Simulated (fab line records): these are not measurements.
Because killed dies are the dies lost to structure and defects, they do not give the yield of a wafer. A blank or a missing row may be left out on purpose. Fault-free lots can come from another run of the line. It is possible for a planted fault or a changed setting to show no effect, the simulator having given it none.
Which of the tools did it? || flow sky130 || 12 lots with 36 wafers sampled at 5 steps, on a route of 708 steps

## WHAT THE GAUGES READ, wafer by wafer
No reading from a measuring or inspecting step in the record can be judged against a usual standard deviation.

## EACH LOT AND THE TOOL THAT RAN IT (in order: tool; ch and the chambers of the sampled wafers; start)
{"lot": "L620", "SKY_SD_N_RTA_14": "rtp-anneal-02 ch 0, day 27 18:44", "SKY_LI_CONTACT_SPUTTER_20": "pvd-sputter-04, day 29 00:55", "SKY_CONTACT_CMP_04": "cmp-01 ch 1,2, day 30 07:12", "SKY_CONTACT_COAT_08": "litho-track-03 ch 0, day 30 21:31", "SKY_CONTACT_ETCH_16": "rie-diel-03 ch 1,2, day 31 11:54"}
{"lot": "L622", "SKY_SD_N_RTA_14": "rtp-anneal-02 ch 0, day 28 11:27", "SKY_LI_CONTACT_SPUTTER_20": "pvd-sputter-03, day 29 16:35", "SKY_CONTACT_CMP_04": "cmp-02 ch 0,1,2, day 30 22:31", "SKY_CONTACT_COAT_08": "litho-track-02 ch 0, day 31 12:50", "SKY_CONTACT_ETCH_16": "rie-diel-03 ch 0,1,3, day 32 03:22"}
{"lot": "L623", "SKY_SD_N_RTA_14": "rtp-anneal-01 ch 0, day 28 23:59", "SKY_LI_CONTACT_SPUTTER_20": "pvd-sputter-01, day 30 05:54", "SKY_CONTACT_CMP_04": "cmp-02 ch 0,2,3, day 31 12:32", "SKY_CONTACT_COAT_08": "litho-track-02 ch 0, day 32 02:29", "SKY_CONTACT_ETCH_16": "rie-diel-02 ch 0,1,3, day 32 16:58"}
{"lot": "L625", "SKY_SD_N_RTA_14": "rtp-anneal-01 ch 0, day 29 20:42", "SKY_LI_CONTACT_SPUTTER_20": "pvd-sputter-03, day 31 03:29", "SKY_CONTACT_CMP_04": "cmp-01 ch 1,2, day 32 09:13", "SKY_CONTACT_COAT_08": "litho-track-03 ch 0, day 32 23:25", "SKY_CONTACT_ETCH_16": "rie-diel-02 ch 0,1,3, day 33 13:25"}
{"lot": "L626", "SKY_SD_N_RTA_14": "rtp-anneal-02 ch 0, day 30 09:36", "SKY_LI_CONTACT_SPUTTER_20": "pvd-sputter-04, day 31 17:19", "SKY_CONTACT_CMP_04": "cmp-02 ch 0,1,2, day 32 23:18", "SKY_CONTACT_COAT_08": "litho-track-01 ch 0, day 33 12:34", "SKY_CONTACT_ETCH_16": "rie-diel-03 ch 2,3, day 34 02:53"}
{"lot": "L627", "SKY_SD_N_RTA_14": "rtp-anneal-01 ch 0, day 30 12:15", "SKY_LI_CONTACT_SPUTTER_20": "pvd-sputter-01, day 31 18:29", "SKY_CONTACT_CMP_04": "cmp-01 ch 0,1,2, day 33 01:09", "SKY_CONTACT_COAT_08": "litho-track-03 ch 0, day 33 14:40", "SKY_CONTACT_ETCH_16": "rie-diel-02 ch 1,2,3, day 34 04:29"}
{"lot": "L633", "SKY_SD_N_RTA_14": "rtp-anneal-01 ch 0, day 32 20:21", "SKY_LI_CONTACT_SPUTTER_20": "pvd-sputter-04, day 34 00:44", "SKY_CONTACT_CMP_04": "cmp-01 ch 1,2,3, day 35 05:18", "SKY_CONTACT_COAT_08": "litho-track-01 ch 0, day 35 18:19", "SKY_CONTACT_ETCH_16": "rie-diel-02 ch 0,1,3, day 36 07:50"}
{"lot": "L634", "SKY_SD_N_RTA_14": "rtp-anneal-02 ch 0, day 33 00:53", "SKY_LI_CONTACT_SPUTTER_20": "pvd-sputter-03, day 34 05:35", "SKY_CONTACT_CMP_04": "cmp-02 ch 0,2, day 35 10:29", "SKY_CONTACT_COAT_08": "litho-track-03 ch 0, day 36 00:10", "SKY_CONTACT_ETCH_16": "rie-diel-02 ch 2,3, day 36 13:56"}
{"lot": "L635", "SKY_SD_N_RTA_14": "rtp-anneal-01 ch 0, day 33 05:06", "SKY_LI_CONTACT_SPUTTER_20": "pvd-sputter-03, day 34 08:59", "SKY_CONTACT_CMP_04": "cmp-02 ch 1,2,3, day 35 13:33", "SKY_CONTACT_COAT_08": "litho-track-01 ch 0, day 36 02:42", "SKY_CONTACT_ETCH_16": "rie-diel-02 ch 1,3, day 36 16:14"}
{"lot": "L640", "SKY_SD_N_RTA_14": "rtp-anneal-02 ch 0, day 34 14:33", "SKY_LI_CONTACT_SPUTTER_20": "pvd-sputter-01, day 35 18:52", "SKY_CONTACT_CMP_04": "cmp-02 ch 0,2, day 36 23:47", "SKY_CONTACT_COAT_08": "litho-track-02 ch 0, day 37 12:58", "SKY_CONTACT_ETCH_16": "rie-diel-02 ch 2,3, day 38 02:20"}
{"lot": "L643", "SKY_SD_N_RTA_14": "rtp-anneal-02 ch 0, day 35 23:00", "SKY_LI_CONTACT_SPUTTER_20": "pvd-sputter-03, day 37 03:18", "SKY_CONTACT_CMP_04": "cmp-02 ch 0,2,3, day 38 07:19", "SKY_CONTACT_COAT_08": "litho-track-01 ch 0, day 38 20:16", "SKY_CONTACT_ETCH_16": "rie-diel-04 ch 1,3, day 39 08:56"}
{"lot": "L642", "SKY_SD_N_RTA_14": "rtp-anneal-01 ch 0, day 35 23:38", "SKY_LI_CONTACT_SPUTTER_20": "pvd-sputter-01, day 37 03:37", "SKY_CONTACT_CMP_04": "cmp-01 ch 0,3, day 38 07:52", "SKY_CONTACT_COAT_08": "litho-track-03 ch 0, day 38 20:31", "SKY_CONTACT_ETCH_16": "rie-diel-02 ch 0,1,3, day 39 09:17"}
- SKY_SD_N_RTA_14: time 2 s.
- SKY_LI_CONTACT_SPUTTER_20: material TiN, target thk 20 nm, time 80 s.
- SKY_CONTACT_CMP_04: polishes SiO2.
- SKY_CONTACT_COAT_08: resist thk 60 nm.
- SKY_CONTACT_ETCH_16: etches BARC in N2/H2, stops on SiO2, time 45.9 s, target depth 60 nm.

## AS READ BY THE TOOLS THEMSELVES (means over the sampled wafers that have a number; for cases with no such wafer, the mark the record gives instead)
SKY_SD_N_RTA_14. Usual: lamp-power-pct 15.74 %, standard deviation 0.052; wafer_temp_C_max 1077.9, standard deviation 1.3.
{"lot": "L620", "tool": "rtp-anneal-02", "lamp-power-pct (%)": 15.74, "wafer_temp_C_max": 1078.0, "flag": ""}
{"lot": "L622", "tool": "rtp-anneal-02", "lamp-power-pct (%)": 15.73, "wafer_temp_C_max": 1077.8, "flag": ""}
{"lot": "L623", "tool": "rtp-anneal-01", "lamp-power-pct (%)": 15.74, "wafer_temp_C_max": 1077.9, "flag": ""}
{"lot": "L625", "tool": "rtp-anneal-01", "lamp-power-pct (%)": 15.71, "wafer_temp_C_max": 1077.0, "flag": ""}
{"lot": "L626", "tool": "rtp-anneal-02", "lamp-power-pct (%)": 15.75, "wafer_temp_C_max": 1077.2, "flag": ""}
{"lot": "L627", "tool": "rtp-anneal-01", "lamp-power-pct (%)": 15.74, "wafer_temp_C_max": 1077.4, "flag": ""}
{"lot": "L633", "tool": "rtp-anneal-01", "lamp-power-pct (%)": 15.72, "wafer_temp_C_max": 1077.9, "flag": ""}
{"lot": "L634", "tool": "rtp-anneal-02", "lamp-power-pct (%)": 15.73, "wafer_temp_C_max": 1076.6, "flag": ""}
{"lot": "L635", "tool": "rtp-anneal-01", "lamp-power-pct (%)": 15.70, "wafer_temp_C_max": 1078.5, "flag": ""}
{"lot": "L640", "tool": "rtp-anneal-02", "lamp-power-pct (%)": 15.67, "wafer_temp_C_max": 1079.3, "flag": ""}
{"lot": "L643", "tool": "rtp-anneal-02", "lamp-power-pct (%)": 15.73, "wafer_temp_C_max": 1078.1, "flag": ""}
{"lot": "L642", "tool": "rtp-anneal-01", "lamp-power-pct (%)": 15.73, "wafer_temp_C_max": 1079.1, "flag": ""}

SKY_LI_CONTACT_SPUTTER_20. Usual: throttle-valve-pct at 30.0 %, with a standard deviation of 1.2.
{"lot": "L620", "tool": "pvd-sputter-04", "throttle-valve-pct (%)": 30.5, "flag": ""}
{"lot": "L622", "tool": "pvd-sputter-03", "throttle-valve-pct (%)": 30.5, "flag": ""}
{"lot": "L623", "tool": "pvd-sputter-01", "throttle-valve-pct (%)": 31.4, "flag": ""}
{"lot": "L625", "tool": "pvd-sputter-03", "throttle-valve-pct (%)": 29.3, "flag": ""}
{"lot": "L626", "tool": "pvd-sputter-04", "throttle-valve-pct (%)": 29.5, "flag": ""}
{"lot": "L627", "tool": "pvd-sputter-01", "throttle-valve-pct (%)": 29.7, "flag": ""}
{"lot": "L633", "tool": "pvd-sputter-04", "throttle-valve-pct (%)": 29.9, "flag": ""}
{"lot": "L634", "tool": "pvd-sputter-03", "throttle-valve-pct (%)": 30.7, "flag": ""}
{"lot": "L635", "tool": "pvd-sputter-03", "throttle-valve-pct (%)": 29.7, "flag": ""}
{"lot": "L640", "tool": "pvd-sputter-01", "throttle-valve-pct (%)": 31.0, "flag": ""}
{"lot": "L643", "tool": "pvd-sputter-03", "throttle-valve-pct (%)": 30.1, "flag": ""}
{"lot": "L642", "tool": "pvd-sputter-01", "throttle-valve-pct (%)": 31.4, "flag": ""}

SKY_CONTACT_CMP_04. Usual: motor-current-A 11.7 A, standard deviation 1.3; time-to-endpoint-s 81 s, standard deviation 5.6.
{"lot": "L620", "tool": "cmp-01", "motor-current-A (A)": 12.6, "time-to-endpoint-s (s)": 87, "flag": ""}
{"lot": "L622", "tool": "cmp-02", "motor-current-A (A)": 11.8, "time-to-endpoint-s (s)": 74, "flag": ""}
{"lot": "L623", "tool": "cmp-02", "motor-current-A (A)": 11.0, "time-to-endpoint-s (s)": 85, "flag": ""}
{"lot": "L625", "tool": "cmp-01", "motor-current-A (A)": 13.5, "time-to-endpoint-s (s)": 88, "flag": ""}
{"lot": "L626", "tool": "cmp-02", "motor-current-A (A)": 11.9, "time-to-endpoint-s (s)": 78, "flag": ""}
{"lot": "L627", "tool": "cmp-01", "motor-current-A (A)": 11.7, "time-to-endpoint-s (s)": 81, "flag": ""}
{"lot": "L633", "tool": "cmp-01", "motor-current-A (A)": 12.7, "time-to-endpoint-s (s)": 81, "flag": ""}
{"lot": "L634", "tool": "cmp-02", "motor-current-A (A)": 12.5, "time-to-endpoint-s (s)": 75, "flag": ""}
{"lot": "L635", "tool": "cmp-02", "motor-current-A (A)": 10.5, "time-to-endpoint-s (s)": 80, "flag": ""}
{"lot": "L640", "tool": "cmp-02", "motor-current-A (A)": 12.2, "time-to-endpoint-s (s)": 79, "flag": ""}
{"lot": "L643", "tool": "cmp-02", "motor-current-A (A)": 11.1, "time-to-endpoint-s (s)": 87, "flag": ""}
{"lot": "L642", "tool": "cmp-01", "motor-current-A (A)": 10.5, "time-to-endpoint-s (s)": 79, "flag": ""}

SKY_CONTACT_COAT_08. Usual: spin-speed-rpm at 2999.6 rpm, with a standard deviation of 2.3.
{"lot": "L620", "tool": "litho-track-03", "spin-speed-rpm (rpm)": 3001.5, "flag": ""}
{"lot": "L622", "tool": "litho-track-02", "spin-speed-rpm (rpm)": 2999.0, "flag": ""}
{"lot": "L623", "tool": "litho-track-02", "spin-speed-rpm (rpm)": 2998.8, "flag": ""}
{"lot": "L625", "tool": "litho-track-03", "spin-speed-rpm (rpm)": 2997.7, "flag": ""}
{"lot": "L626", "tool": "litho-track-01", "spin-speed-rpm (rpm)": 2997.9, "flag": ""}
{"lot": "L627", "tool": "litho-track-03", "spin-speed-rpm (rpm)": 3002.0, "flag": ""}
{"lot": "L633", "tool": "litho-track-01", "spin-speed-rpm (rpm)": 2519.3, "flag": "OFF"}
{"lot": "L634", "tool": "litho-track-03", "spin-speed-rpm (rpm)": 3000.8, "flag": ""}
{"lot": "L635", "tool": "litho-track-01", "spin-speed-rpm (rpm)": 2515.2, "flag": "OFF"}
{"lot": "L640", "tool": "litho-track-02", "spin-speed-rpm (rpm)": 3000.4, "flag": ""}
{"lot": "L643", "tool": "litho-track-01", "spin-speed-rpm (rpm)": 3000.7, "flag": ""}
{"lot": "L642", "tool": "litho-track-03", "spin-speed-rpm (rpm)": 3000.5, "flag": ""}

SKY_CONTACT_ETCH_16. Usual: drypump-motor-current-A 5.7 A, standard deviation 0.53; h2-flow-sccm 200.0 sccm, standard deviation 0.57; oes-product-au 0.855 a.u., standard deviation 0.0051; throttle-valve-pct 13.224 %, standard deviation 0.009.
{"lot": "L620", "tool": "rie-diel-03", "drypump-motor-current-A (A)": 5.4, "h2-flow-sccm (sccm)": 199.8, "oes-product-au (a.u.)": 0.855, "throttle-valve-pct (%)": 13.229, "flag": ""}
{"lot": "L622", "tool": "rie-diel-03", "drypump-motor-current-A (A)": 5.9, "h2-flow-sccm (sccm)": 199.9, "oes-product-au (a.u.)": 0.854, "throttle-valve-pct (%)": 13.227, "flag": ""}
{"lot": "L623", "tool": "rie-diel-02", "drypump-motor-current-A (A)": 5.9, "h2-flow-sccm (sccm)": 200.5, "oes-product-au (a.u.)": 0.857, "throttle-valve-pct (%)": 13.225, "flag": ""}
{"lot": "L625", "tool": "rie-diel-02", "drypump-motor-current-A (A)": 5.8, "h2-flow-sccm (sccm)": 199.9, "oes-product-au (a.u.)": 0.854, "throttle-valve-pct (%)": 13.232, "flag": ""}
{"lot": "L626", "tool": "rie-diel-03", "drypump-motor-current-A (A)": 6.0, "h2-flow-sccm (sccm)": 199.9, "oes-product-au (a.u.)": 0.862, "throttle-valve-pct (%)": 13.222, "flag": ""}
{"lot": "L627", "tool": "rie-diel-02", "drypump-motor-current-A (A)": 5.9, "h2-flow-sccm (sccm)": 200.5, "oes-product-au (a.u.)": 0.860, "throttle-valve-pct (%)": 13.220, "flag": ""}
{"lot": "L633", "tool": "rie-diel-02", "drypump-motor-current-A (A)": 5.8, "h2-flow-sccm (sccm)": 199.6, "oes-product-au (a.u.)": 0.902, "throttle-valve-pct (%)": 13.236, "flag": "OFF"}
{"lot": "L634", "tool": "rie-diel-02", "drypump-motor-current-A (A)": 5.6, "h2-flow-sccm (sccm)": 200.3, "oes-product-au (a.u.)": 0.857, "throttle-valve-pct (%)": 13.219, "flag": ""}
{"lot": "L635", "tool": "rie-diel-02", "drypump-motor-current-A (A)": 6.2, "h2-flow-sccm (sccm)": 199.5, "oes-product-au (a.u.)": 0.899, "throttle-valve-pct (%)": 13.231, "flag": "OFF"}
{"lot": "L640", "tool": "rie-diel-02", "drypump-motor-current-A (A)": 5.6, "h2-flow-sccm (sccm)": 200.3, "oes-product-au (a.u.)": 0.854, "throttle-valve-pct (%)": 13.226, "flag": ""}
{"lot": "L643", "tool": "rie-diel-04", "drypump-motor-current-A (A)": 6.2, "h2-flow-sccm (sccm)": 199.9, "oes-product-au (a.u.)": 0.852, "throttle-valve-pct (%)": 13.221, "flag": ""}
{"lot": "L642", "tool": "rie-diel-02", "drypump-motor-current-A (A)": 5.8, "h2-flow-sccm (sccm)": 200.2, "oes-product-au (a.u.)": 0.859, "throttle-valve-pct (%)": 13.222, "flag": ""}

## THE ANSWER, worked out from the rows above alone
Rule: take the mean of a lot's wafers that have a number; if it is more than 3 standard deviations from the usual mean, the lot is off. A lot without any number at a reading at which 4 lots or more have one is off too. Any other lot the step has rows for is counted as sound. Order of review: gauges by route order, followed by the tools' own readings, for which a lot's mean as printed above is used. At the first step where some lot is off, the reading lying furthest off is the one used; lots without a number count as furthest.
Off: L633, L635, at SKY_CONTACT_COAT_08 (spin-speed-rpm).
If a tool, at that step or one of the process steps before it, ran each lot that is off and ran no sound lot following the first of them, it fits. No candidate that was tried fits.

## WHAT THE SIMULATOR PUT IN
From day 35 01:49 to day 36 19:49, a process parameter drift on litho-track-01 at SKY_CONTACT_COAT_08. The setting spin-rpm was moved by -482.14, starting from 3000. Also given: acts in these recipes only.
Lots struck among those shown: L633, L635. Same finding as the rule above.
